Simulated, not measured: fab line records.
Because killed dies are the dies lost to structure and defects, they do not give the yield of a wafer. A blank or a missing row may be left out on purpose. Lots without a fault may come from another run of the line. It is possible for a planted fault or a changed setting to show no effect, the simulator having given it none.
fab line records	flow gf180mcu
[record] lots = 6	wafers = 18	lastDay = 35
route steps=602 shown POLY_GATE@157 HV_LDD@176
lots untouched by any fault: they come from a run of this same line in which no faults occurred
startH: the number of hours between the record's first day and the start of the first shown wafer of the lot	waitH: how many hours have passed since the lot's step before this one	" as in the row above	L1.1+2: several wafers, shown together as one row	- no value, or no start was given	* or withheld: withheld	< > ~ a bound
route shown NAME@n: a module of which the file shows steps, and the number in the route of the first	usual: average and standard deviation across the fault-free wafers	same: alike in all rows	chamber/n: place in a boat	sites: each site's reading	_std_site: how widely they spread, as a standard deviation	_edge_site: mean of outer sites minus mean of inner sites	radiusMm: for every site, how far away it sits from the centre of the wafer	mask NAME#n: copy n	behind: the last tool/chamber to shape the wafer	hold: what put the lot on hold/how long, in hours/how the hold closed	device: the transistor (n, p or np) that didn't switch	end of line: tests of these same wafers at the route's end	for a step that has no rows: nothing shown but its recipe	killed: count of dies lost to structure and defects at first sort (not the wafer's yield)	map: the dies of a wafer, with x for killed, . for not killed, _ for no die there
set.NAME: the setting the step ran with; set.NAME@STEP: the setting that earlier step ran with	model.NAME: the simulator's own value behind a step, which no gauge read
lots at some steps of the route; a table a step, a row a wafer
services: the hour from which a tool's chamber was out of use, counted from the record's first day as startH (under 0 if before that day), plus the number of hours and why
[[steps]]
[step GF_POLY_GATE_CVD_00]
[recipe] material = poly-Si	targetThkNm = 200	tempC = 620	timeS = 1200	pressureMtorr = 200
[step GF_POLY_GATE_THK_MEAS_01]
[recipe] reads = poly-Si_of_POLY_GATE_CVD_00
[usual] POLY_GATE_CVD_00_THK = 200.1/1.5
lot.wafer	tool	chamber	startH	waitH	POLY_GATE_CVD_00_THK[nm]
L406.1	filmMetro-03	-	197.17	0.0	198.1
L406.3	"	-	"	"	198.1
L406.4	"	-	"	"	198.4
L411.2	filmMetro-01	-	229.41	0.0	200.3
L411.4	"	-	"	"	198.8
L411.5	"	-	"	"	202.4
L414.2	filmMetro-03	-	250.29	0.0	202.2
L414.3	"	-	"	"	201.6
L414.4	"	-	"	"	200.7
L422.2	filmMetro-02	-	305.54	0.0	200.2
L422.3	"	-	"	"	199.5
L422.4	"	-	"	"	199.4
L423.1	filmMetro-01	-	316.17	0.0	199.5
L423.2	"	-	"	"	202.5
L423.4	"	-	"	"	201.1
L427.1	filmMetro-02	-	342.25	0.0	200.3
L427.2	"	-	"	"	200.6
L427.4	"	-	"	"	199.5
[step GF_POLY_GATE_DEHYDRATE_02]
[recipe] tempC = 200	timeS = 60
[step GF_POLY_GATE_HMDS_03]
[recipe] primeTimeS = 60	primeTempC = 120
[step GF_POLY_GATE_COAT_04]
[recipe] resist = BARC	tempC = withheld	timeS = withheld	spinRpm = withheld	resistThkNm = withheld
[step GF_POLY_GATE_COAT_05]
[recipe] resist = KrF	spinRpm = withheld	resistThkNm = 700
[step GF_POLY_GATE_SOFTBAKE_06]
[recipe] tempC = 130	timeS = 60	resist = KrF
[step GF_POLY_GATE_EXPOSE_07]
[recipe] maskId = Poly2	targetCdNm = 280	na = 0.68	sourceShape = conventional	sigmaOuter = 0.6	doseMj = 28
[step GF_POLY_GATE_PEB_08]
[recipe] pebTempC = 135	pebTimeS = 90	resist = KrF
[step GF_POLY_GATE_DEVELOP_09]
[recipe] developTimeS = 60	resist = KrF	devTempC = 21
[step GF_POLY_GATE_CD_MEAS_10]
[recipe] targetCdNm = 280
[usual] cdNm = 280.0/1.2
lot.wafer	tool	chamber	startH	waitH	cdNm
L406.1	cdSem-02	-	214.57	0.1	280.3
L406.3	"	-	"	"	279.6
L406.4	"	-	"	"	279.8
L411.2	cdSem-02	-	247.59	0.1	280.3
L411.4	"	-	"	"	279.3
L411.5	"	-	"	"	279.8
L414.2	cdSem-02	-	269.43	0.1	280.9
L414.3	"	-	"	"	279.6
L414.4	"	-	"	"	279.6
L422.2	cdSem-02	-	325.64	0.1	281.3
L422.3	"	-	"	"	280.5
L422.4	"	-	"	"	281.5
L423.1	cdSem-02	-	337.58	0.1	278.1
L423.2	"	-	"	"	277.7
L423.4	"	-	"	"	278.0
L427.1	cdSem-01	-	364.51	0.1	277.0
L427.2	"	-	"	"	279.9
L427.4	"	-	"	"	277.8
[step GF_POLY_GATE_OVL_MEAS_11]
[usual] POLY_GATE_OVL = 2/4.8
lot.wafer	tool	chamber	startH	waitH	POLY_GATE_OVL[nm]
L406.1	overlay-02	-	214.69	0.1	13
L406.3	"	-	"	"	11
L406.4	"	-	"	"	12
L411.2	overlay-02	-	247.70	0.1	6
L411.4	"	-	"	"	1
L411.5	"	-	"	"	6
L414.2	overlay-02	-	269.54	0.1	2
L414.3	"	-	"	"	-3
L414.4	"	-	"	"	-1
L422.2	overlay-02	-	325.74	0.1	7
L422.3	"	-	"	"	-3
L422.4	"	-	"	"	7
L423.1	overlay-02	-	337.70	0.1	1
L423.2	"	-	"	"	5
L423.4	"	-	"	"	1
L427.1	overlay-02	-	364.63	0.1	-2
L427.2	"	-	"	"	0
L427.4	"	-	"	"	12
[step GF_POLY_GATE_ETCH_12]
[recipe] chemistry = N2/H2	targetDepthA = withheld	overetchA = withheld	timeS = withheld	target = BARC	ionEnergyEv = 200	sourceW = 500	biasW = 100	pressureMtorr = 30	n2FlowSccm = 100	h2FlowSccm = 200
[usual] biasW = 100.05/0.28	chamberPressureMTorr = 30.004/0.027	drypumpMotorCurrentA = 5.7/0.54	oesProductAu = 0.734/0.0048	throttleValvePct = 13.216/0.0092
lot.wafer	tool	chamber	startH	waitH	biasW	chamberPressureMTorr	drypumpMotorCurrentA	oesProductAu	throttleValvePct
L406.1	rieDiel-01	3	214.73	0.0	100.26	29.995	6.4	0.738	13.221
L406.3	"	0	"	"	100.11	29.994	5.6	0.738	13.216
L406.4	"	2	"	"	99.95	29.981	4.9	0.738	13.222
L411.2	rieDiel-02	0	247.73	0.0	99.59	29.994	6.1	0.735	13.219
L411.4	"	3	"	"	99.99	30.003	6.0	0.728	13.210
L411.5	"	1	"	"	100.06	29.990	4.8	0.729	13.218
L414.2	rieDiel-01	2	269.57	0.0	99.89	30.026	5.0	0.731	13.194
L414.3	"	3	"	"	100.24	30.053	6.4	0.734	13.201
L414.4	"	0	"	"	99.99	29.982	5.6	0.739	13.221
L422.2	rieDiel-01	1	325.77	0.0	-	-	-	-	-
L422.3	"	3	"	"	-	-	-	-	-
L422.4	"	3	"	"	-	-	-	-	-
L423.1	rieDiel-01	0	337.74	0.0	-	-	-	-	-
L423.2	"	1	"	"	-	-	-	-	-
L423.4	"	2	"	"	-	-	-	-	-
L427.1	rieDiel-02	0	364.67	0.0	100.21	29.992	6.1	0.730	13.211
L427.2	"	3	"	"	100.35	29.954	6.0	0.731	13.216
L427.4	"	2	"	"	100.08	29.952	4.9	0.735	13.218
[step GF_POLY_GATE_ETCH_13]
[recipe] target = poly-Si	targetDepthNm = 198.5	stopOn = SiO2	overEtchFrac = 0.403	chemistry = HBr/Cl2	icpW = 400	biasW = 97.75	pressureMtorr = 10	HBr_flow_sccm = 150	Cl2_flow_sccm = 50	timeS = 69.6
[usual] HBr_flow_sccm = 149.9/0.41	biasW = 97.7/0.32	drypumpMotorCurrentA = 5.8/0.41	oesProductAu = 0.986/0.0061	throttleValvePct = 33.684/0.0089
lot.wafer	tool	chamber	startH	waitH	HBr_flow_sccm	biasW	drypumpMotorCurrentA	oesProductAu	rfHoursCounterH	throttleValvePct
L406.1	rieSi-01	1	214.78	-	149.4	98.3	6.1	0.992	2	33.687
L406.3	"	2	"	"	149.9	98.2	5.4	0.987	47	33.666
L406.4	"	3	"	"	149.5	97.9	5.9	0.984	11	33.671
L411.2	rieSi-02	1	247.78	-	150.2	97.3	5.6	0.976	64	33.677
L411.4	"	3	"	"	149.7	97.4	5.7	0.988	2	33.672
L411.5	"	0	"	"	150.1	97.2	5.2	0.974	-	33.698
L414.2	rieSi-01	2	269.62	-	150.0	98.0	5.4	0.994	48	33.672
L414.3	"	3	"	"	150.2	98.0	5.9	0.993	11	33.685
L414.4	"	0	"	"	150.9	97.3	5.6	0.986	2	33.674
L422.2	rieSi-02	3	325.82	-	149.7	97.6	5.6	0.273	2	33.689
L422.3	"	2	"	"	150.2	98.0	6.6	0.269	6	33.689
L422.4	"	0	"	"	149.6	97.1	5.2	0.270	2	33.680
L423.1	rieSi-01	0	337.79	-	149.2	97.6	5.7	0.265	2	33.679
L423.2	"	3	"	"	150.1	98.0	5.8	0.273	12	33.676
L423.4	"	2	"	"	149.6	97.8	5.4	0.276	48	33.692
L427.1	rieSi-02	1	364.72	-	149.8	97.5	5.6	0.979	65	33.680
L427.2	"	2	"	"	149.8	97.8	6.7	0.982	6	33.687
L427.4	"	3	"	"	149.7	97.4	5.7	0.987	3	33.674
[step GF_POLY_GATE_STRIP_14]
[recipe] chemistry = O2/N2	powerW = 1400	pressureMtorr = 1500	platenTempC = 250	o2FlowSccm = 3000	n2FlowSccm = 300	overashFraction = 0.5
[usual] drypumpMotorCurrentA = 5.8/0.42	heaterPowerW = 349/34	oesProductAu = 0.505/0.005
[same] overashFraction = 0.5
lot.wafer	tool	chamber	startH	waitH	drypumpMotorCurrentA	heaterPowerW	oesProductAu	rfHoursCounterH
L406.1	plasmaAsher-01	1	214.83	0.0	6.3	315	0.507	45
L406.3	"	0	"	"	5.1	335	0.515	-
L406.4	"	1	"	"	6.3	325	0.495	-
L411.2	plasmaAsher-01	1	247.83	0.0	6.3	321	0.506	48
L411.4	"	1	"	"	6.3	324	0.492	-
L411.5	"	0	"	"	5.2	343	0.510	-
L414.2	plasmaAsher-01	1	269.68	0.0	6.3	316	0.506	51
L414.3	"	1	"	"	6.3	324	0.508	-
L414.4	"	0	"	"	5.2	338	0.496	-
L422.2	plasmaAsher-01	0	325.88	0.0	5.1	338	0.537	57
L422.3	"	1	"	"	6.2	322	0.535	-
L422.4	"	0	"	"	5.1	343	0.529	-
L423.1	plasmaAsher-02	1	337.84	0.0	5.9	381	0.526	20
L423.2	"	0	"	"	5.8	386	0.526	20
L423.4	"	1	"	"	6.0	394	0.533	-
L427.1	plasmaAsher-01	0	364.77	0.0	5.2	340	0.502	61
L427.2	"	1	"	"	6.3	309	0.515	61
L427.4	"	1	"	"	6.2	332	0.516	-
[step GF_POLY_GATE_CLEAN_15]
[recipe] chemistry = SC1/SC2	mix = 1:4:20	tempC = 70	timeS = 150	dry = n2Spin
[step GF_POLY_GATE_OXIDATION_16]
[recipe] tempC = 850	ambient = O2	stabiliseS = 600	purgeS = 300	targetThkA = 40	oxTimeS = 899
[step GF_POLY_GATE_THK_MEAS_17]
[recipe] reads = SiO2_of_POLY_GATE_OXIDATION_16
[usual] POLY_GATE_OXIDATION_THK = 4.00/0.078
lot.wafer	tool	chamber	startH	waitH	POLY_GATE_OXIDATION_THK[nm]
L406.1	filmMetro-03	-	216.24	0.0	4.09
L406.3	"	-	"	"	4.01
L406.4	"	-	"	"	3.97
L411.2	filmMetro-01	-	250.34	0.0	3.96
L411.4	"	-	"	"	4.02
L411.5	"	-	"	"	3.88
L414.2	filmMetro-02	-	271.09	0.0	3.96
L414.3	"	-	"	"	3.99
L414.4	"	-	"	"	3.95
L422.2	filmMetro-02	-	327.29	0.0	4.07
L422.3	"	-	"	"	4.03
L422.4	"	-	"	"	4.05
L423.1	filmMetro-01	-	340.17	0.0	3.94
L423.2	"	-	"	"	3.93
L423.4	"	-	"	"	3.97
L427.1	filmMetro-02	-	366.93	0.0	4.13
L427.2	"	-	"	"	4.16
L427.4	"	-	"	"	4.01
[step GF_POLY_GATE_CD_MEAS_18]
[usual] cdNm = 279.6/1.9
lot.wafer	tool	chamber	startH	waitH	cdNm
L406.1	cdSem-01	-	216.30	0.1	282.3
L406.3	"	-	"	"	278.2
L406.4	"	-	"	"	280.0
L411.2	cdSem-02	-	250.41	0.1	279.8
L411.4	"	-	"	"	281.2
L411.5	"	-	"	"	279.4
L414.2	cdSem-02	-	271.17	0.1	276.0
L414.3	"	-	"	"	280.8
L414.4	"	-	"	"	279.4
L422.2	cdSem-01	-	327.37	0.1	-
L422.3	"	-	"	"	-
L422.4	"	-	"	"	-
L423.1	cdSem-01	-	340.23	0.1	-
L423.2	"	-	"	"	-
L423.4	"	-	"	"	-
L427.1	cdSem-02	-	366.99	0.1	277.1
L427.2	"	-	"	"	278.6
L427.4	"	-	"	"	279.2
[step GF_HV_LDD_DEHYDRATE_00]
[recipe] tempC = 200	timeS = 60
[[services]]
tool	chamber	startH	hours	kind
plasmaAsher-01	-	215.72	0.8	repair
rieSi-02	-	216.03	2.8	pm
rieDiel-01	1	217.58	2.5	repair
rieDiel-01	1	220.05	-	clean
rieDiel-01	1	220.05	14.8	scheduledDown
rieDiel-01	1	220.05	14.8	ventCycle
rieDiel-01	-	224.30	28.1	pm
rieDiel-02	1	270.71	-	clean
rieDiel-02	1	270.71	14.1	scheduledDown
rieDiel-02	1	270.71	14.1	ventCycle
rieDiel-01	1	277.21	4.7	repair
rieDiel-02	-	295.74	15.6	pm
rieDiel-02	0	313.28	9.9	repair
rieDiel-01	0	315.41	-	clean
rieDiel-01	0	315.41	20.7	scheduledDown
rieDiel-01	0	315.41	20.7	ventCycle
rieDiel-01	2	318.30	2.3	repair
[[key]]
[firstSign] step = GF_POLY_GATE_ETCH_12	reading = toolRecord	direction = missing
[effect] step = GF_POLY_GATE_ETCH_13	reading = oesProductAu	direction = down	sigmas = 99+	usual = 0.986	struck = 0.271
[effect] step = GF_POLY_GATE_STRIP_14	reading = oesProductAu	direction = up	sigmas = 5.2	usual = 0.505	struck = 0.531
[effect] step = GF_POLY_GATE_CD_MEAS_18	reading = cdNm	direction = missing
metAt GF_POLY_GATE_ETCH_12
struckWafers L422.2,L422.3,L422.4,L423.1,L423.2,L423.4
laterRowsLeftOut L422.2,L422.3,L422.4,L423.1,L423.2,L423.4
sortLeftOut L422.2,L422.3,L422.4,L423.1,L423.2,L423.4
testerLeftOut L422,L423
onsetBetween 269.57 325.77
[fault] kind = skippedStepWhole	tool = rieDiel-01	chamber = -	onsetH = 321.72	steps = GF_POLY_GATE_ETCH_12	scope = struckLotsOnly
// testerLeftOut: of these lots the tester's yield and bins aren't shown, on N5 and GAA mostly nor the transistor test; their killed dies are dies lost to structure and defects alone, not to doping, threshold or leakage, so they don't give the yield
// sortLeftOut: the simulated sort isn't trusted on such a fault, so these wafers' sort isn't shown, and their yield isn't known
// laterRowsLeftOut: the simulator's readings of these wafers behind a module that went badly wrong aren't trusted and aren't shown, but for the sort
